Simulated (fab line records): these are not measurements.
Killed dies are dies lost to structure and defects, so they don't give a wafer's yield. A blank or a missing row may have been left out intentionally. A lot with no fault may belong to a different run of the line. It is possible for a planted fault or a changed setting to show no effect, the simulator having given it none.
fab line records + flow sky130
record
- lots=13
- wafers=39
- last-day=50
route steps=708 shown VT_ADJUST_HVTR@142 GATE_OXIDE@188 POLY_GATE@205 PAD_OPEN@708
lots untouched by any fault: they come from a run of this same line in which no faults occurred
start-h: hours from the record's opening day to when the first of the lot's shown wafers began + wait-h: hours from the lot's prior step to this one + " unchanged from the row above + L1.1+2: a row that stands for several wafers + - value missing, or start not given + * or withheld: withheld + < > ~ a bound
route shown NAME@n: names a module that has steps shown in the file, with the first one's number in the route + usual: mean/standard deviation taken from wafers without a fault + same: alike in all rows + chamber/n: place in a boat + sites: each site's reading + _std_site: standard deviation of those values + _edge_site: the outer-site mean with the inner-site mean subtracted + radius-mm: for every site, how far away it sits from the centre of the wafer + mask NAME#n: copy n + behind: the last tool/chamber to shape the wafer + hold: why the lot went on hold/how many hours it stayed there/how the hold came to an end + device: the transistor (n, p or np) that didn't switch + end of line: at the end of the route, the tests of the same wafers + a step with no rows: only its recipe + killed: the dies lost at the first sort to structure and to defects; this is not the yield of the wafer + map: a wafer's dies, marking killed ones x, the rest . and places with no die _
set.NAME: the setting the step ran with; set.NAME@STEP: the setting that earlier step ran with + model.NAME: the simulator's own value behind a step, which no gauge read
steps of the route over a sample of lots; a table a step, a row a wafer
services: a tool's chamber out of use, with start hour (start-h, from the record's first day; less than 0 if before it), hours out, and reason
## steps
# step SKY_VT_ADJUST_HVTR_TW_MEAS_11
# usual
- VT_ADJUST_HVTR_TW=209.8/1.3
| lot.wafer | tool          | chamber | start-h | wait-h | VT_ADJUST_HVTR_TW |
|-----------|---------------|---------|---------|--------|-------------------|
| L814.1    | film-metro-03 | -       | 224.84  | 0.1    | 212.1             |
| L814.3    | "             | -       | "       | "      | 210.2             |
| L814.5    | "             | -       | "       | "      | 210.3             |
| L815.1    | film-metro-02 | -       | 225.80  | 0.1    | 209.7             |
| L815.2    | "             | -       | "       | "      | 209.8             |
| L815.3    | "             | -       | "       | "      | 209.9             |
| L817.2    | film-metro-02 | -       | 236.08  | 0.1    | 209.8             |
| L817.4    | "             | -       | "       | "      | 210.9             |
| L817.6    | "             | -       | "       | "      | 210.9             |
| L818.3    | film-metro-01 | -       | 246.57  | 0.1    | 210.9             |
| L818.5    | "             | -       | "       | "      | 208.6             |
| L818.6    | "             | -       | "       | "      | 209.4             |
| L819.3    | film-metro-01 | -       | 257.27  | 0.1    | 210.9             |
| L819.4    | "             | -       | "       | "      | 210.2             |
| L819.6    | "             | -       | "       | "      | 210.1             |
| L821.2    | film-metro-02 | -       | 259.08  | 0.1    | 210.9             |
| L821.5    | "             | -       | "       | "      | 211.5             |
| L821.6    | "             | -       | "       | "      | 211.4             |
| L824.1    | film-metro-02 | -       | 283.95  | 0.1    | 210.0             |
| L824.2    | "             | -       | "       | "      | 210.4             |
| L824.3    | "             | -       | "       | "      | 209.1             |
| L825.1    | film-metro-02 | -       | 288.94  | 0.1    | 210.8             |
| L825.3    | "             | -       | "       | "      | 209.7             |
| L825.5    | "             | -       | "       | "      | 211.3             |
| L829.1    | film-metro-01 | -       | 317.35  | 0.1    | 207.7             |
| L829.3    | "             | -       | "       | "      | 208.4             |
| L829.5    | "             | -       | "       | "      | 207.4             |
| L830.2    | film-metro-02 | -       | 322.01  | 0.1    | 209.0             |
| L830.5    | "             | -       | "       | "      | 208.6             |
| L830.6    | "             | -       | "       | "      | 209.6             |
| L831.2    | film-metro-03 | -       | 332.36  | 0.1    | 211.1             |
| L831.5    | "             | -       | "       | "      | 210.0             |
| L831.6    | "             | -       | "       | "      | 210.4             |
| L833.2    | film-metro-03 | -       | 349.06  | 0.1    | 213.6             |
| L833.3    | "             | -       | "       | "      | 211.6             |
| L833.4    | "             | -       | "       | "      | 212.6             |
| L836.1    | film-metro-01 | -       | 371.50  | 0.1    | 209.2             |
| L836.3    | "             | -       | "       | "      | 207.9             |
| L836.6    | "             | -       | "       | "      | 208.2             |
# step SKY_GATE_OXIDE_OXIDATION_01
# recipe
- temp-c=900
- ambient=O2
- stabilise-s=600
- purge-s=300
- target-thk-a=102.68
- ox-time-s=1473
# usual
- tube_center_temp_C_max=902.3/0.35
# same
- ox-time-s=1473
| lot.wafer | tool       | chamber | start-h | wait-h | tube_center_temp_C_max |
|-----------|------------|---------|---------|--------|------------------------|
| L815.1    | furnace-01 | 0       | 304.08  | 0.0    | 902.9                  |
| L815.2    | "          | 0       | "       | "      | 902.2                  |
| L815.3    | "          | 0       | "       | "      | 902.3                  |
| L814.1    | furnace-01 | 0       | 305.49  | 1.1    | 902.5                  |
| L814.3    | "          | 0       | "       | "      | 902.6                  |
| L814.5    | "          | 0       | "       | "      | 902.0                  |
| L817.2    | furnace-02 | 0       | 315.78  | 1.4    | 902.0                  |
| L817.4    | "          | 0       | "       | "      | 902.2                  |
| L817.6    | "          | 0       | "       | "      | 902.2                  |
| L818.3    | furnace-01 | 0       | 323.53  | 0.0    | 902.6                  |
| L818.5    | "          | 0       | "       | "      | 902.0                  |
| L818.6    | "          | 0       | "       | "      | 902.8                  |
| L819.3    | furnace-02 | 0       | 339.45  | 0.0    | 902.0                  |
| L819.4    | "          | 0       | "       | "      | 901.9                  |
| L819.6    | "          | 0       | "       | "      | 902.2                  |
| L821.2    | furnace-01 | 0       | 341.96  | 0.6    | 902.3                  |
| L821.5    | "          | 0       | "       | "      | 901.9                  |
| L821.6    | "          | 0       | "       | "      | 902.1                  |
| L821.2    | furnace-02 | 0       | 343.72  | 0.4    | 902.0                  |
| L821.5    | "          | 0       | "       | "      | 902.1                  |
| L821.6    | "          | 0       | "       | "      | 902.3                  |
| L824.1    | furnace-02 | 0       | 372.86  | 1.6    | 902.4                  |
| L824.2    | "          | 0       | "       | "      | 902.6                  |
| L824.3    | "          | 0       | "       | "      | 901.7                  |
| L824.1    | furnace-02 | 0       | 375.66  | 1.4    | 902.3                  |
| L824.2    | "          | 0       | "       | "      | 902.1                  |
| L824.3    | "          | 0       | "       | "      | 902.0                  |
| L825.1    | furnace-02 | 0       | 375.66  | 0.6    | 902.4                  |
| L825.3    | "          | 0       | "       | "      | 902.3                  |
| L825.5    | "          | 0       | "       | "      | 902.3                  |
| L825.1    | furnace-01 | 0       | 377.38  | 0.3    | 902.7                  |
| L825.3    | "          | 0       | "       | "      | 902.6                  |
| L825.5    | "          | 0       | "       | "      | 902.6                  |
| L829.1    | furnace-02 | 0       | 409.39  | 2.5    | 901.9                  |
| L829.3    | "          | 0       | "       | "      | 902.0                  |
| L829.5    | "          | 0       | "       | "      | 902.0                  |
| L830.2    | furnace-02 | 0       | 413.36  | 2.2    | 902.7                  |
| L830.5    | "          | 0       | "       | "      | 901.8                  |
| L830.6    | "          | 0       | "       | "      | 902.4                  |
| L831.2    | furnace-01 | 0       | 427.78  | 0.0    | 903.1                  |
| L831.5    | "          | 0       | "       | "      | 902.2                  |
| L831.6    | "          | 0       | "       | "      | 902.5                  |
| L833.2    | furnace-02 | 0       | 445.23  | 0.0    | 902.2                  |
| L833.3    | "          | 0       | "       | "      | 902.4                  |
| L833.4    | "          | 0       | "       | "      | 902.2                  |
| L836.1    | furnace-02 | 0       | 468.16  | 0.0    | 902.4                  |
| L836.3    | "          | 0       | "       | "      | 902.7                  |
| L836.6    | "          | 0       | "       | "      | 901.8                  |
# step SKY_GATE_OXIDE_THK_MEAS_02
# recipe
- reads=SiO2_of_GATE_OXIDE_OXIDATION_01
# usual
- GATE_OXIDE_OXIDATION_00_THK=10.11/0.24
| lot.wafer | tool          | chamber | start-h | wait-h | GATE_OXIDE_OXIDATION_00_THK[nm] |
|-----------|---------------|---------|---------|--------|---------------------------------|
| L815.1    | film-metro-02 | -       | 305.49  | 0.0    | 9.54                            |
| L815.2    | "             | -       | "       | "      | 9.65                            |
| L815.3    | "             | -       | "       | "      | 9.73                            |
| L814.1    | film-metro-03 | -       | 306.90  | 0.0    | 9.93                            |
| L814.3    | "             | -       | "       | "      | 9.92                            |
| L814.5    | "             | -       | "       | "      | 9.98                            |
| L817.2    | film-metro-03 | -       | 317.20  | 0.0    | 10.23                           |
| L817.4    | "             | -       | "       | "      | 10.41                           |
| L817.6    | "             | -       | "       | "      | 10.51                           |
| L818.3    | film-metro-03 | -       | 324.96  | 0.0    | 10.22                           |
| L818.5    | "             | -       | "       | "      | 10.05                           |
| L818.6    | "             | -       | "       | "      | 10.25                           |
| L819.3    | film-metro-02 | -       | 340.88  | 0.0    | 10.37                           |
| L819.4    | "             | -       | "       | "      | 10.42                           |
| L819.6    | "             | -       | "       | "      | 10.64                           |
| L821.2    | film-metro-03 | -       | 345.19  | 0.1    | 15.93                           |
| L821.5    | "             | -       | "       | "      | 16.26                           |
| L821.6    | "             | -       | "       | "      | 16.17                           |
| L821.2    | film-metro-03 | -       | 345.41  | 0.2    | 15.98                           |
| L821.5    | "             | -       | "       | "      | 16.27                           |
| L821.6    | "             | -       | "       | "      | 16.18                           |
| L824.1    | film-metro-01 | -       | 377.13  | 0.1    | 16.50                           |
| L824.2    | "             | -       | "       | "      | 16.17                           |
| L824.3    | "             | -       | "       | "      | 16.21                           |
| L824.1    | film-metro-01 | -       | 377.44  | 0.3    | 16.46                           |
| L824.2    | "             | -       | "       | "      | 16.24                           |
| L824.3    | "             | -       | "       | "      | 16.20                           |
| L825.1    | film-metro-01 | -       | 378.79  | 0.0    | 16.16                           |
| L825.3    | "             | -       | "       | "      | 16.10                           |
| L825.5    | "             | -       | "       | "      | 16.29                           |
| L825.1    | film-metro-01 | -       | 379.02  | 0.2    | 16.18                           |
| L825.3    | "             | -       | "       | "      | 16.05                           |
| L825.5    | "             | -       | "       | "      | 16.35                           |
| L829.1    | film-metro-02 | -       | 410.80  | 0.0    | 10.22                           |
| L829.3    | "             | -       | "       | "      | 10.27                           |
| L829.5    | "             | -       | "       | "      | 10.32                           |
| L830.2    | film-metro-03 | -       | 414.78  | 0.0    | 10.46                           |
| L830.5    | "             | -       | "       | "      | 10.42                           |
| L830.6    | "             | -       | "       | "      | 10.32                           |
| L831.2    | film-metro-01 | -       | 429.20  | 0.0    | 9.79                            |
| L831.5    | "             | -       | "       | "      | 9.89                            |
| L831.6    | "             | -       | "       | "      | 9.93                            |
| L833.2    | film-metro-01 | -       | 446.65  | 0.0    | 10.24                           |
| L833.3    | "             | -       | "       | "      | 10.32                           |
| L833.4    | "             | -       | "       | "      | 10.27                           |
| L836.1    | film-metro-02 | -       | 469.57  | 0.0    | 10.10                           |
| L836.3    | "             | -       | "       | "      | 10.12                           |
| L836.6    | "             | -       | "       | "      | 10.12                           |
# step SKY_GATE_OXIDE_STRIP_13
# recipe
- chemistry=O2/N2
- power-w=1400
- pressure-mtorr=1500
- platen-temp-c=withheld
- o2-flow-sccm=3000
- n2-flow-sccm=300
- overash-fraction=0.5
# usual
- drypump-motor-current-A=6.0/0.39
- oes-product-au=0.715/0.0043
- strip-time-to-endpoint-s=14.27/0.035
| lot.wafer | tool            | chamber | start-h | wait-h | drypump-motor-current-A | oes-product-au | rf-hours-counter-h | strip-time-to-endpoint-s |
|-----------|-----------------|---------|---------|--------|-------------------------|----------------|--------------------|--------------------------|
| L815.1    | plasma-asher-01 | 0       | 331.76  | 0.0    | 5.6                     | 0.717          | 62                 | 14.30                    |
| L815.2    | "               | 1       | "       | "      | 6.7                     | 0.713          | 62                 | 14.32                    |
| L815.3    | "               | 0       | "       | "      | 5.6                     | 0.714          | -                  | 14.28                    |
| L814.1    | plasma-asher-03 | 1       | 332.54  | 0.0    | 5.9                     | 0.711          | 21                 | 14.30                    |
| L814.3    | "               | 0       | "       | "      | 6.4                     | 0.718          | -                  | 14.26                    |
| L814.5    | "               | 0       | "       | "      | 6.4                     | 0.726          | -                  | 14.28                    |
| L817.2    | plasma-asher-01 | 1       | 343.32  | 0.0    | 6.7                     | 0.709          | 64                 | 14.26                    |
| L817.4    | "               | 1       | "       | "      | 6.7                     | 0.726          | -                  | 14.27                    |
| L817.6    | "               | 1       | "       | "      | 6.7                     | 0.720          | -                  | 14.29                    |
| L818.3    | plasma-asher-04 | 1       | 350.96  | 0.0    | 5.6                     | 0.706          | -                  | 14.25                    |
| L818.5    | "               | 1       | "       | "      | 5.6                     | 0.715          | -                  | 14.23                    |
| L818.6    | "               | 0       | "       | "      | 5.9                     | 0.714          | -                  | 14.25                    |
| L819.3    | plasma-asher-03 | 0       | 368.66  | 0.0    | 6.3                     | 0.716          | -                  | 14.30                    |
| L819.4    | "               | 1       | "       | "      | 5.9                     | 0.712          | -                  | 14.25                    |
| L819.6    | "               | 0       | "       | "      | 6.4                     | 0.717          | -                  | 14.31                    |
| L821.2    | plasma-asher-01 | 0       | 371.04  | 0.0    | 5.6                     | 0.708          | 67                 | 14.28                    |
| L821.5    | "               | 0       | "       | "      | 5.6                     | 0.719          | -                  | 14.28                    |
| L821.6    | "               | 1       | "       | "      | 6.8                     | 0.717          | -                  | 14.26                    |
| L824.1    | plasma-asher-03 | 0       | 403.47  | 0.0    | 6.4                     | 0.712          | 29                 | 14.26                    |
| L824.2    | "               | 1       | "       | "      | 5.9                     | 0.718          | 29                 | 14.29                    |
| L824.3    | "               | 0       | "       | "      | 6.3                     | 0.709          | -                  | 14.28                    |
| L825.1    | plasma-asher-03 | 1       | 405.52  | 0.0    | 5.9                     | 0.717          | 29                 | 14.32                    |
| L825.3    | "               | 1       | "       | "      | 5.9                     | 0.714          | -                  | 14.28                    |
| L825.5    | "               | 0       | "       | "      | 6.4                     | 0.721          | -                  | 14.29                    |
| L829.1    | plasma-asher-03 | 0       | 441.05  | 0.0    | 6.4                     | 0.718          | 33                 | 14.27                    |
| L829.3    | "               | 0       | "       | "      | 6.4                     | 0.713          | -                  | 14.27                    |
| L829.5    | "               | 0       | "       | "      | 6.4                     | 0.717          | -                  | 14.31                    |
| L830.2    | plasma-asher-01 | 0       | 445.27  | 0.0    | 5.6                     | 0.708          | 72                 | 14.30                    |
| L830.5    | "               | 0       | "       | "      | 5.5                     | 0.710          | -                  | 14.30                    |
| L830.6    | "               | 1       | "       | "      | 6.7                     | 0.714          | -                  | 14.28                    |
| L831.2    | plasma-asher-04 | 1       | 460.16  | 0.0    | 5.6                     | 0.715          | 65                 | 14.29                    |
| L831.5    | "               | 1       | "       | "      | 5.6                     | 0.717          | -                  | 14.29                    |
| L831.6    | "               | 0       | "       | "      | 5.9                     | 0.716          | -                  | 14.27                    |
| L833.2    | plasma-asher-03 | 1       | 476.66  | 0.0    | 5.9                     | 0.711          | 36                 | 14.24                    |
| L833.3    | "               | 0       | "       | "      | 6.3                     | 0.715          | -                  | 14.26                    |
| L833.4    | "               | 1       | "       | "      | 5.9                     | 0.715          | -                  | 14.27                    |
| L836.1    | plasma-asher-04 | 1       | 499.55  | 0.0    | 5.6                     | 0.716          | 69                 | 14.21                    |
| L836.3    | "               | 0       | "       | "      | 5.9                     | 0.714          | -                  | 14.22                    |
| L836.6    | "               | 1       | "       | "      | 5.6                     | 0.713          | -                  | 14.22                    |
# step SKY_POLY_GATE_THK_MEAS_01
# recipe
- reads=poly-Si_of_POLY_GATE_CVD_00
# usual
- POLY_GATE_CVD_00_THK=179.7/1.6
| lot.wafer | tool          | chamber | start-h | wait-h | POLY_GATE_CVD_00_THK[nm] |
|-----------|---------------|---------|---------|--------|--------------------------|
| L815.1    | film-metro-04 | -       | 336.44  | 0.0    | 177.9                    |
| L815.2    | "             | -       | "       | "      | 178.1                    |
| L815.3    | "             | -       | "       | "      | 175.7                    |
| L814.1    | film-metro-04 | -       | 339.14  | 0.0    | 180.1                    |
| L814.3    | "             | -       | "       | "      | 182.0                    |
| L814.5    | "             | -       | "       | "      | 179.6                    |
| L817.2    | film-metro-01 | -       | 348.78  | 0.0    | 181.3                    |
| L817.4    | "             | -       | "       | "      | 179.9                    |
| L817.6    | "             | -       | "       | "      | 181.0                    |
| L818.3    | film-metro-03 | -       | 354.55  | 0.0    | 176.0                    |
| L818.5    | "             | -       | "       | "      | 176.3                    |
| L818.6    | "             | -       | "       | "      | 178.7                    |
| L819.3    | film-metro-04 | -       | 373.47  | 0.0    | 180.2                    |
| L819.4    | "             | -       | "       | "      | 180.5                    |
| L819.6    | "             | -       | "       | "      | 179.9                    |
| L821.2    | film-metro-01 | -       | 378.04  | 0.0    | 179.4                    |
| L821.5    | "             | -       | "       | "      | 179.1                    |
| L821.6    | "             | -       | "       | "      | 180.2                    |
| L824.1    | film-metro-01 | -       | 408.82  | 0.0    | 180.5                    |
| L824.2    | "             | -       | "       | "      | 180.7                    |
| L824.3    | "             | -       | "       | "      | 181.9                    |
| L825.1    | film-metro-03 | -       | 412.22  | 0.0    | 181.3                    |
| L825.3    | "             | -       | "       | "      | 180.8                    |
| L825.5    | "             | -       | "       | "      | 181.0                    |
| L829.1    | film-metro-04 | -       | 445.49  | 0.0    | 179.6                    |
| L829.3    | "             | -       | "       | "      | 179.7                    |
| L829.5    | "             | -       | "       | "      | 180.6                    |
| L830.2    | film-metro-01 | -       | 449.98  | 0.0    | 180.2                    |
| L830.5    | "             | -       | "       | "      | 178.7                    |
| L830.6    | "             | -       | "       | "      | 180.2                    |
| L831.2    | film-metro-03 | -       | 464.59  | 0.0    | 178.0                    |
| L831.5    | "             | -       | "       | "      | 178.7                    |
| L831.6    | "             | -       | "       | "      | 177.8                    |
| L833.2    | film-metro-03 | -       | 480.92  | 0.0    | 179.1                    |
| L833.3    | "             | -       | "       | "      | 180.1                    |
| L833.4    | "             | -       | "       | "      | 179.6                    |
| L836.1    | film-metro-04 | -       | 502.54  | 0.0    | 183.3                    |
| L836.3    | "             | -       | "       | "      | 181.5                    |
| L836.6    | "             | -       | "       | "      | 182.4                    |
# step SKY_PAD_OPEN_PROBE_99
# usual
- killed_at_M0_to_M3=42/6.8
- killed_at_M4_up=3.4/1.8
- killed-at-contacts=25/5.7
- killed-at-front-end=16/4.8
- killed-at-other=0.2/0.39
- killed-dies=87/9.6
- killed-open=47/6.9
- killed-short=40/6.3
# same
- gross-dies=492
- killed-at-back-side=0
| lot.wafer | tool      | chamber | start-h | wait-h | killed_at_M0_to_M3 | killed_at_M4_up | killed-at-contacts | killed-at-front-end | killed-at-other | killed-dies | killed-open | killed-short |
|-----------|-----------|---------|---------|--------|--------------------|-----------------|--------------------|---------------------|-----------------|-------------|-------------|--------------|
| L821.5    | prober-01 | -       | 1122.79 | 0.2    | 44                 | 4               | 29                 | 15                  | 0               | 92          | 50          | 42           |
# killed by level:class
L821.5 VIA1:geometric-particle:open=14 CONTACT:geometric-particle:open=11 CONTACT:geometric-particle:short=8 METAL1:geometric-particle:short=8 FIELD_ISO:geometric-particle:open=5 POLY_GATE:geometric-particle:open=4 LI_CONTACT:geometric-particle:open=4 VIA1:geometric-particle:short=4
## services
| tool            | chamber | start-h | hours | kind   |
|-----------------|---------|---------|-------|--------|
| furnace-02      | -       | 325.64  | 3.4   | pm     |
| plasma-asher-01 | -       | 371.14  | 25.5  | pm     |
| furnace-01      | -       | 381.09  | 14.5  | pm     |
| furnace-01      | -       | 399.68  | 2.9   | pm     |
| plasma-asher-01 | -       | 405.40  | 0.4   | repair |
| plasma-asher-03 | -       | 412.42  | 2.6   | repair |
| plasma-asher-01 | -       | 419.84  | 1.1   | repair |
| plasma-asher-01 | -       | 468.41  | 0.8   | repair |
| furnace-01      | -       | 475.88  | 8.5   | pm     |
| plasma-asher-04 | -       | 479.54  | 2.8   | pm     |
| furnace-02      | -       | 492.82  | 3.3   | pm     |
## key
first-sign
- step=SKY_GATE_OXIDE_OXIDATION_01
- reading=visit
- direction=added
effect
- step=SKY_GATE_OXIDE_THK_MEAS_02
- reading=visit
- direction=added
effect
- step=SKY_GATE_OXIDE_THK_MEAS_02
- reading=GATE_OXIDE_OXIDATION_00_THK
- direction=up
- sigmas=25
- usual=10.11
- struck=16.20
met-at SKY_GATE_OXIDE_OXIDATION_01
struck-lots L821,L824,L825
rows-end L824.2,L825.1
tester-left-out L821,L824,L825
not-acting-at SKY_VT_ADJUST_HVTR_TW_MEAS_11,SKY_GATE_OXIDE_STRIP_13,SKY_POLY_GATE_THK_MEAS_01
fault
- kind=repeated-step-whole
- tool=furnace-01,furnace-02
- chamber=-
- onset-h=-
- steps=SKY_GATE_OXIDE_OXIDATION_01
- times=1
- scope=struck-lots-only
# tester-left-out: of these lots the tester's yield and bins aren't shown, on N5 and GAA mostly nor the transistor test; their killed dies are dies lost to structure and defects alone, not to doping, threshold or leakage, so they don't give the yield
# rows-end: these wafers met a further fault down the route, and their rows from its step on are left out
